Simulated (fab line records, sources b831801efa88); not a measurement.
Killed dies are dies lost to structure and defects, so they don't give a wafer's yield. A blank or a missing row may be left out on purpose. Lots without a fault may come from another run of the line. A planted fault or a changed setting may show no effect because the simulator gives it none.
fab line records | flow sky130
record lots=5 wafers=15 last_day=50
route steps=708 shown LOCAL_INTERCONNECT@404 CONTACT@406
lots that met no fault: from a run of the same line without faults
start_h: hours from the record's first day to the start of the lot's first wafer shown | wait_h: hours since the lot's step before | " the same as in the row above | L1.1+2: a row that stands for several wafers | - no value, or no start given | * or withheld: withheld | < > ~ a bound
route shown NAME@n: a module of which the file shows steps, and the number in the route of the first | usual: mean/standard deviation of fault-free wafers | same: alike in all rows | chamber/n: place in a boat | sites: the reading at each site | _std_site: their standard deviation | _edge_site: outer sites' mean less inner sites' | radius_mm: how far each site lies from the wafer's centre | mask NAME#n: copy n | behind: the tool/chamber that last shaped the wafer | hold: why the lot was held/for how many hours/how that ended | device: the transistor (n, p or np) that didn't switch | end of line: the same wafers' tests at the end of the route | a step without rows: its recipe alone | killed: dies lost to structure and defects at the first sort, not the wafer's yield | map: a wafer's dies, x killed, . not, _ none there
set.NAME: the setting as run; set.NAME@STEP: as run at that earlier step | model.NAME: the simulator's own value behind a step, which no gauge read
lots at some steps of the route; a table a step, a row a wafer
services: from which hour (start_h, from the record's first day; less than 0 if before it) a tool's chamber was out of use, for how many hours, and why
## steps
# step SKY_LOCAL_INTERCONNECT_CLEAN_17
# recipe chemistry=IPA time_s=180 temp_c=25
# columns lot.wafer tool chamber start_h wait_h
L076.1+2+5 wet_bench-03 0 721.00 0.0
L078.3+5+6 wet_bench-04 1 735.20 0.0
L080.1+2+6 wet_bench-01 3 746.89 0.0
L094.2+3+5 wet_bench-01 1 854.30 0.0
L095.2+3+6 wet_bench-03 3 882.15 0.0
# step SKY_LOCAL_INTERCONNECT_CLEAN_18
# recipe chemistry=O3/DIW dry=n2_spin
# columns lot.wafer tool chamber start_h wait_h
L076.1+2+5 wet_bench-04 0 721.05 0.0
L078.3+5+6 wet_bench-03 3 735.25 0.0
L080.1+2+6 wet_bench-04 1 746.95 0.0
L094.2+3+5 wet_bench-04 0 854.36 0.0
L095.2+3+6 wet_bench-01 0 882.21 0.0
# step SKY_CONTACT_CVD_00
# recipe material=Si3N4 target_thk_nm=75 temp_c=400 time_s=withheld rf_w=450
# usual heater_power_w=716/140
# columns lot.wafer tool chamber start_h wait_h heater_power_w
L076.1 pecvd-02 0 721.15 0.0 510
L076.2 " 2 " " 597
L076.5 " 2 " " 600
L078.3 pecvd-02 2 735.36 0.0 642
L078.5 " 0 " " 504
L078.6 " 2 " " 662
L080.1 pecvd-04 2 747.04 0.0 756
L080.2 " 1 " " 876
L080.6 " 1 " " 870
L094.2 pecvd-02 0 854.45 0.0 547
L094.3 " 1 " " 903
L094.5 " 0 " " 568
L095.2 pecvd-02 2 882.30 0.0 617
L095.3 " 1 " " 876
L095.6 " 2 " " 623
# step SKY_CONTACT_THK_MEAS_01
# recipe reads=Si3N4_of_CONTACT_CVD_00
# usual CONTACT_CVD_00_THK=74.8/0.86
# columns lot.wafer tool chamber start_h wait_h CONTACT_CVD_00_THK[nm]
L076.1 film_metro-03 - 721.19 - 74.3
L076.2 " - " " 73.8
L076.5 " - " " 75.3
L078.3 film_metro-01 - 735.42 - 75.8
L078.5 " - " " 75.0
L078.6 " - " " 75.7
L080.1 film_metro-02 - 747.08 - 73.0
L080.2 " - " " 74.0
L080.6 " - " " 74.8
L094.2 film_metro-02 - 854.78 - 75.0
L094.3 " - " " 74.6
L094.5 " - " " 75.7
L095.2 film_metro-03 - 882.34 - 73.6
L095.3 " - " " 74.0
L095.6 " - " " 74.9
# step SKY_CONTACT_HDPCVD_02
# recipe material=SiO2 target_thk_nm=565 sigma_open_frac=0.3 time_s=94.2 temp_c=600 sih4_flow_sccm=60 pressure_mtorr=6
# columns lot.wafer tool chamber start_h wait_h
L076.1+2+5 hdpcvd-02 0,2,2 721.25 0.1
L078.3+5+6 hdpcvd-01 2,2,0 735.46 0.0
L080.1+2+6 hdpcvd-02 1,2,0 747.14 0.1
L094.2+3+5 hdpcvd-01 0,1,1 854.83 0.0
L095.2+3+6 hdpcvd-01 1,2,1 882.39 0.0
# step SKY_CONTACT_THK_MEAS_03
# recipe reads=SiO2_of_CONTACT_HDPCVD_02
# usual CONTACT_HDPCVD_THK=562/4.4
# columns lot.wafer tool chamber start_h wait_h CONTACT_HDPCVD_THK[nm]
L076.1 film_metro-01 - 721.32 0.0 559
L076.2 " - " " 564
L076.5 " - " " 570
L078.3 film_metro-03 - 735.55 0.1 557
L078.5 " - " " 559
L078.6 " - " " 563
L080.1 film_metro-03 - 747.20 0.0 572
L080.2 " - " " 554
L080.6 " - " " 560
L094.2 film_metro-02 - 854.91 0.0 560
L094.3 " - " " 557
L094.5 " - " " 560
L095.2 film_metro-02 - 882.47 0.0 565
L095.3 " - " " 567
L095.6 " - " " 573
# step SKY_CONTACT_CMP_04
# recipe material=SiO2 down_force_psi=4 platen_rpm=60 pad_velocity_m_s=0.94248
# usual motor_current_A=12.5/1.1 slurry_filter_dp_kPa=13.52/0.15 time_to_endpoint_s=81/4.2
# columns lot.wafer tool chamber start_h wait_h motor_current_A slurry_filter_dp_kPa time_to_endpoint_s
L076.1 cmp-01 3 721.38 0.1 13.1 13.47 77
L076.2 " 1 " " 13.7 13.43 78
L076.5 " 0 " " 12.9 13.55 82
L078.3 cmp-01 2 735.64 0.1 13.7 13.31 78
L078.5 " 1 " " 12.8 13.48 78
L078.6 " 2 " " 13.1 13.06 80
L080.2 cmp-02 0 747.36 0.1 10.9 13.47 76
L080.1 " 1 " " 12.4 13.57 84
L080.6 " 3 " " 12.2 13.70 81
L094.2 cmp-02 1 855.06 0.1 13.3 13.42 86
L094.3 " 2 " " 13.3 13.40 84
L094.5 " 0 " " 10.8 13.67 84
L095.2 cmp-02 1 882.52 0.0 12.7 13.34 89
L095.3 " 3 " " 11.6 13.46 91
L095.6 " 1 " " 12.4 13.33 93
# step SKY_CONTACT_BOW_MEAS_05
# recipe mode=bow
# usual CONTACT_BOW=81/7
# columns lot.wafer tool chamber start_h wait_h CONTACT_BOW[um]
L076.1 film_metro-02 - 721.68 0.2 81
L076.2 " - " " 76
L076.5 " - " " 93
L078.3 film_metro-03 - 735.93 0.2 78
L078.5 " - " " 69
L078.6 " - " " 67
L080.1 film_metro-02 - 747.56 0.1 78
L080.2 " - " " 83
L080.6 " - " " 84
L094.2 film_metro-02 - 855.28 0.2 85
L094.3 " - " " 86
L094.5 " - " " 76
L095.2 film_metro-03 - 882.84 0.3 85
L095.3 " - " " 82
L095.6 " - " " 76
# step SKY_CONTACT_DEHYDRATE_06
# recipe temp_c=200 time_s=60
# columns lot.wafer tool chamber start_h wait_h
L076.1+2+5 litho_track-04 0 734.83 13.1
L078.3+5+6 litho_track-03 0 747.88 11.9
L080.1+2+6 litho_track-03 0 761.68 14.1
L094.2+3+5 litho_track-04 0 866.80 11.5
L095.2+3+6 litho_track-02 0 894.69 11.8
# step SKY_CONTACT_HMDS_07
# recipe prime_time_s=60 prime_temp_c=120
# columns lot.wafer tool chamber start_h wait_h
L076.1+2+5 litho_track-04 0 734.98 0.1
L078.3+5+6 litho_track-03 0 748.03 0.1
L080.1+2+6 litho_track-03 0 761.83 0.1
L094.2+3+5 litho_track-04 0 866.95 0.1
L095.2+3+6 litho_track-02 0 894.84 0.1
# step SKY_CONTACT_COAT_08
# recipe resist=BARC temp_c=withheld time_s=withheld spin_rpm=3000 resist_thk_nm=60
# columns lot.wafer tool chamber start_h wait_h
L076.1+2+5 litho_track-04 0 735.13 0.1
L078.3+5+6 litho_track-03 0 748.18 0.1
L080.1+2+6 litho_track-03 0 761.98 0.1
L094.2+3+5 litho_track-04 0 867.10 0.1
L095.2+3+6 litho_track-02 0 894.99 0.1
# step SKY_CONTACT_COAT_09
# recipe resist=KrF-thick spin_rpm=3000 resist_thk_nm=450
# columns lot.wafer tool chamber start_h wait_h
L076.1+2+5 litho_track-04 0 - -
L078.3+5+6 litho_track-03 0 - -
L080.1+2+6 litho_track-03 0 - -
L094.2+3+5 litho_track-04 0 - -
L095.2+3+6 litho_track-02 0 - -
# step SKY_CONTACT_SOFTBAKE_10
# recipe temp_c=100 time_s=90 resist=KrF-thick
# columns lot.wafer tool chamber start_h wait_h
L076.1+2+5 litho_track-04 0 - -
L078.3+5+6 litho_track-03 0 - -
L080.1+2+6 litho_track-03 0 - -
L094.2+3+5 litho_track-04 0 - -
L095.2+3+6 litho_track-02 0 - -
# step SKY_CONTACT_EXPOSE_11
# recipe mask_id=CTM1 na=0.8 source_shape=annular sigma_inner=0.55 sigma_outer=0.85 target_cd_nm=170 dose_mj=38
# same na=0.8
# columns lot.wafer tool chamber start_h wait_h mask
L076.1+2+5 krf_scanner-01 0 - - CTM1#0
L078.3+5+6 krf_scanner-02 0 - - CTM1#0
L080.1+2+6 krf_scanner-01 0 - - CTM1#0
L094.2+3+5 krf_scanner-01 0 - - CTM1#0
L095.2+3+6 krf_scanner-01 0 - - CTM1#0
# step SKY_CONTACT_PEB_12
# recipe peb_temp_c=withheld peb_time_s=withheld resist=KrF-thick
# columns lot.wafer tool chamber start_h wait_h
L076.1+2+5 litho_track-02 0 - -
L078.3+5+6 litho_track-03 0 - -
L080.1+2+6 litho_track-04 0 - -
L094.2+3+5 litho_track-02 0 - -
L095.2+3+6 litho_track-04 0 - -
# step SKY_CONTACT_DEVELOP_13
# recipe develop_time_s=60.94 resist=KrF-thick dev_temp_c=21
# columns lot.wafer tool chamber start_h wait_h
L076.1+2+5 litho_track-02 0 - -
L078.3+5+6 litho_track-03 0 - -
L080.1+2+6 litho_track-04 0 - -
L094.2+3+5 litho_track-02 0 - -
L095.2+3+6 litho_track-04 0 - -
# step SKY_CONTACT_CD_MEAS_14
# recipe target_cd_nm=170
# usual cd_nm=169.2/1.8
# columns lot.wafer tool chamber start_h wait_h cd_nm
L076.1 cd_sem-01 - 747.77 - 166.3
L076.2 " - " " 169.1
L076.5 " - " " 167.3
L078.3 cd_sem-02 - 762.87 - 167.6
L078.5 " - " " 167.9
L078.6 " - " " 168.7
L080.1 cd_sem-02 - 774.93 - 168.3
L080.2 " - " " 167.8
L080.6 " - " " 168.7
L094.2 cd_sem-02 - 880.79 - 170.9
L094.3 " - " " 170.8
L094.5 " - " " 170.8
L095.2 cd_sem-02 - 908.10 - 169.1
L095.3 " - " " 170.3
L095.6 " - " " 169.7
# step SKY_CONTACT_OVL_MEAS_15
# usual CONTACT_OVL=0/5.4
# columns lot.wafer tool chamber start_h wait_h CONTACT_OVL[nm]
L076.1 overlay-02 - 747.89 0.1 0
L076.2 " - " " -9
L076.5 " - " " 5
L078.3 overlay-01 - 762.97 0.1 -8
L078.5 " - " " -3
L078.6 " - " " -4
L080.1 overlay-02 - 775.05 0.1 -2
L080.2 " - " " -3
L080.6 " - " " 2
L094.2 overlay-01 - 880.89 0.1 -4
L094.3 " - " " -3
L094.5 " - " " -10
L095.2 overlay-02 - 908.20 0.1 0
L095.3 " - " " -3
L095.6 " - " " -5
# step SKY_CONTACT_ETCH_16
# recipe chemistry=N2/H2 target=BARC ion_energy_ev=200 source_w=500 bias_w=100 pressure_mtorr=30 n2_flow_sccm=100 h2_flow_sccm=200 stop_on=SiO2 time_s=45.9 target_depth_a=600
# usual chamber_pressure_mTorr=30.00/0.03 drypump_motor_current_A=5.9/0.47 oes_product_au=0.854/0.0044 throttle_valve_pct=13.226/0.0092
# columns lot.wafer tool chamber start_h wait_h chamber_pressure_mTorr drypump_motor_current_A oes_product_au rf_hours_counter_h throttle_valve_pct
L076.1 rie_diel-01 2 747.92 0.0 30.01 6.1 0.848 7 13.223
L076.2 " 3 " " 29.99 6.7 0.854 9 13.223
L076.5 " 2 " " 29.98 6.1 0.847 - 13.226
L078.3 rie_diel-03 0 762.99 0.0 30.01 5.7 0.854 25 13.225
L078.5 " 0 " " 30.00 5.8 0.852 - 13.233
L078.6 " 1 " " 29.99 5.3 0.853 - 13.222
L080.1 rie_diel-02 3 775.08 0.0 30.06 6.5 0.848 1 13.219
L080.2 " 2 " " 29.99 6.1 0.856 8 13.220
L080.6 " 1 " " 30.02 5.7 0.855 - 13.220
L094.2 rie_diel-03 1 880.92 0.0 29.96 5.3 0.855 16 13.223
L094.3 " 3 " " 30.02 5.8 0.860 12 13.245
L094.5 " 2 " " 30.00 5.0 0.855 - 13.234
L095.2 rie_diel-01 2 908.23 0.0 29.99 6.1 0.856 12 13.217
L095.3 " 3 " " 30.03 6.7 0.857 14 13.220
L095.6 " 0 " " 29.99 6.1 0.857 - 13.225
# step SKY_CONTACT_ETCH_17
# recipe target=SiO2 chemistry=C4F8/O2/Ar stop_on=Si3N4 mask_material=KrF-thick source_w=1500 bias_w=1200 pressure_mtorr=40 c4f8_flow_sccm=withheld O2_flow_sccm=6 Ar_flow_sccm=300 time_s=withheld target_depth_a=3400
# usual chamber_pressure_mTorr=40.00/0.034 oes_product_au=0.892/0.0048
# columns lot.wafer tool chamber start_h wait_h chamber_pressure_mTorr oes_product_au
L076.1 rie_diel-01 2 747.97 0.0 39.93 0.892
L076.2 " 3 " " 40.02 0.885
L076.5 " 2 " " 40.02 0.890
L078.3 rie_diel-03 0 763.03 0.0 40.00 0.887
L078.5 " 0 " " 39.98 0.890
L078.6 " 1 " " 40.02 0.886
L080.1 rie_diel-02 3 775.12 0.0 39.95 0.894
L080.2 " 2 " " 39.99 0.894
L080.6 " 1 " " 39.96 0.888
L094.2 rie_diel-03 1 880.97 0.0 40.00 0.894
L094.3 " 3 " " 40.01 0.903
L094.5 " 2 " " 39.98 0.896
L095.2 rie_diel-01 2 908.27 0.0 39.99 0.890
L095.3 " 3 " " 39.97 0.899
L095.6 " 0 " " 40.01 0.890
# step SKY_CONTACT_ETCH_18
# recipe target=Si3N4 chemistry=CHF3/O2 stop_on=TiN source_w=600 bias_w=200 pressure_mtorr=40 chf3_flow_sccm=50 O2_flow_sccm=5 time_s=39 target_depth_a=750
# usual chamber_pressure_mTorr=40.01/0.039 drypump_motor_current_A=5.9/0.47 oes_product_au=0.853/0.0074 throttle_valve_pct=8.792/0.0095
# columns lot.wafer tool chamber start_h wait_h chamber_pressure_mTorr drypump_motor_current_A oes_product_au rf_hours_counter_h throttle_valve_pct
L076.1 rie_diel-01 2 - - 39.99 6.1 0.845 7 8.784
L076.2 " 3 " " 40.04 6.7 0.850 9 8.791
L076.5 " 2 " " 39.99 6.1 0.851 - 8.796
L078.3 rie_diel-03 0 - - 40.02 5.8 0.868 25 8.772
L078.5 " 0 " " 40.05 5.8 0.849 - 8.803
L078.6 " 1 " " 40.05 5.3 0.855 - 8.804
L080.1 rie_diel-02 3 - - 40.01 6.5 0.838 1 8.785
L080.2 " 2 " " 40.01 6.1 0.854 8 8.785
L080.6 " 1 " " 39.99 5.8 0.844 - 8.793
L094.2 rie_diel-03 1 - - 39.95 5.3 0.852 16 8.787
L094.3 " 3 " " 39.95 5.8 0.844 12 8.787
L094.5 " 2 " " 40.03 5.0 0.860 - 8.792
L095.2 rie_diel-01 2 - - 39.95 6.1 0.846 12 8.793
L095.3 " 3 " " 40.03 6.6 0.848 15 8.797
L095.6 " 0 " " 39.98 6.1 0.850 - 8.798
# step SKY_CONTACT_STRIP_19
# recipe chemistry=O2/N2 power_w=1400 pressure_mtorr=1500 platen_temp_c=withheld o2_flow_sccm=3000 n2_flow_sccm=300 overash_fraction=0.5
# usual chamber_pressure_mTorr=1499.8/1.3 drypump_motor_current_A=5.8/0.52 oes_product_au=0.380/0.0046 strip_time_to_endpoint_s=3.606/0.022
# columns lot.wafer tool chamber start_h wait_h chamber_pressure_mTorr drypump_motor_current_A oes_product_au rf_hours_counter_h strip_time_to_endpoint_s
L076.1 plasma_asher-01 1 748.06 - 1499.1 6.4 0.385 65 3.633
L076.2 " 0 " " 1500.8 5.5 0.380 65 3.638
L076.5 " 0 " " 1499.8 5.5 0.379 - 3.608
L078.3 plasma_asher-04 0 763.16 - 1498.5 6.2 0.376 - 3.621
L078.5 " 0 " " 1502.8 6.2 0.380 - 3.637
L078.6 " 1 " " 1500.7 5.1 0.384 - 3.642
L080.1 plasma_asher-01 0 775.21 - 1499.6 5.5 0.383 68 3.630
L080.2 " 1 " " 1499.8 6.4 0.386 68 3.630
L080.6 " 0 " " 1498.5 5.5 0.374 - 3.640
L094.2 plasma_asher-04 0 881.06 - 1502.4 6.2 0.374 44 3.604
L094.3 " 0 " " 1500.2 6.1 0.373 - 3.578
L094.5 " 1 " " 1497.9 5.1 0.370 - 3.585
L095.2 plasma_asher-01 0 908.36 - 1503.4 5.5 0.386 81 3.598
L095.3 " 0 " " 1502.0 5.5 0.375 - 3.580
L095.6 " 0 " " 1501.4 5.5 0.379 - 3.581
# step SKY_CONTACT_STRIP_20
# recipe chemistry=post_etch_residue_remover time_s=1200 temp_c=72.5
# columns lot.wafer tool chamber start_h wait_h
L076.1+2+5 wet_bench-01 0 748.16 0.1
L078.3+5+6 wet_bench-02 3 763.22 0.0
L080.1+2+6 wet_bench-02 1 775.31 0.1
L094.2+3+5 wet_bench-02 1 881.16 0.1
L095.2+3+6 wet_bench-01 0 908.46 0.1
# step SKY_CONTACT_CLEAN_21
# recipe chemistry=IPA time_s=180 temp_c=25
# columns lot.wafer tool chamber start_h wait_h
L076.1+2+5 wet_bench-02 3 748.50 0.0
L078.3+5+6 wet_bench-04 1 763.56 0.0
L080.1+2+6 wet_bench-04 2 775.69 0.0
L094.2+3+5 wet_bench-02 0 881.53 0.0
L095.2+3+6 wet_bench-02 1 908.84 0.0
# step SKY_CONTACT_CLEAN_22
# recipe chemistry=O3/DIW dry=n2_spin
# columns lot.wafer tool chamber start_h wait_h
L076.1+2+5 wet_bench-01 0 748.56 0.0
L078.3+5+6 wet_bench-01 3 763.62 0.0
L080.1+2+6 wet_bench-02 2 775.75 0.0
L094.2+3+5 wet_bench-02 1 881.59 0.0
L095.2+3+6 wet_bench-01 3 908.90 0.0
# step SKY_CONTACT_SPUTTER_23
# recipe material=TiN target_thk_nm=20 chamber_pressure_pa=5 power_w=4000 time_s=80
# usual chamber_pressure_pa=5.000/0.01 throttle_valve_pct=30.1/1.4
# columns lot.wafer tool chamber start_h wait_h chamber_pressure_pa throttle_valve_pct
L076.1 pvd_sputter-03 - 748.65 0.0 5.010 28.2
L076.2 " - " " 4.990 28.6
L076.5 " - " " 5.010 28.2
L078.3 pvd_sputter-04 - 763.72 0.0 5.013 30.8
L078.5 " - " " 4.994 30.2
L078.6 " - " " 4.989 30.6
L080.1 pvd_sputter-02 - 775.85 0.0 4.994 29.6
L080.2 " - " " 5.003 30.9
L080.6 " - " " 5.012 28.5
L094.2 pvd_sputter-03 - 881.69 0.0 4.970 28.4
L094.3 " - " " 5.011 30.4
L094.5 " - " " 5.013 30.7
L095.2 pvd_sputter-03 - 909.00 0.0 4.989 28.4
L095.3 " - " " 5.005 28.2
L095.6 " - " " 4.999 28.2
# step SKY_CONTACT_CVD_24
# recipe material=W target_thk_nm=340 time_s=102.12 temp_c=400 pressure_torr=40
# usual heater_power_w=867/19
# columns lot.wafer tool chamber start_h wait_h heater_power_w
L076.1 cvd_w-01 0 748.71 0.0 855
L076.2 " 1 " " 882
L076.5 " 0 " " 864
L078.3 cvd_w-02 1 763.82 0.1 871
L078.5 " 1 " " 871
L078.6 " 0 " " 887
L080.1 cvd_w-01 1 775.91 0.0 817
L080.2 " 0 " " 872
L080.6 " 0 " " 863
L094.2 cvd_w-01 0 881.75 0.0 840
L094.3 " 1 " " 858
L094.5 " 0 " " 876
L095.2 cvd_w-01 1 909.06 0.0 881
L095.3 " 1 " " 852
L095.6 " 0 " " 883
## services
# columns tool chamber start_h hours kind
krf_scanner-01 - 698.04 1.5 repair
krf_scanner-01 - 699.52 1.3 pm
rie_diel-02 1 703.15 9.9 repair
hdpcvd-01 0 719.97 9.3 repair
cmp-02 - 723.58 0.4 repair
cmp-02 - 729.09 0.8 repair
rie_diel-02 2 731.39 5.1 repair
pecvd-02 0 743.73 8.0 repair
wet_bench-04 - 747.52 3.3 repair
pecvd-02 1 751.14 23.6 repair
rie_diel-03 0 770.20 2.1 repair
krf_scanner-01 - 774.33 1.0 pm
rie_diel-01 0 785.94 4.0 repair
wet_bench-01 - 803.26 1.3 repair
krf_scanner-01 - 804.94 0.3 repair
krf_scanner-01 - 807.08 0.8 pm
rie_diel-03 2 847.44 4.3 repair
krf_scanner-01 - 874.66 1.3 pm
wet_bench-04 - 880.99 1.9 pm
cvd_w-01 - 886.63 1.1 repair
rie_diel-01 - 890.20 2.8 pm
wet_bench-01 - 899.73 4.4 pm
krf_scanner-01 - 901.96 4.0 pm
rie_diel-03 - 905.57 2.8 pm
## key
fault none
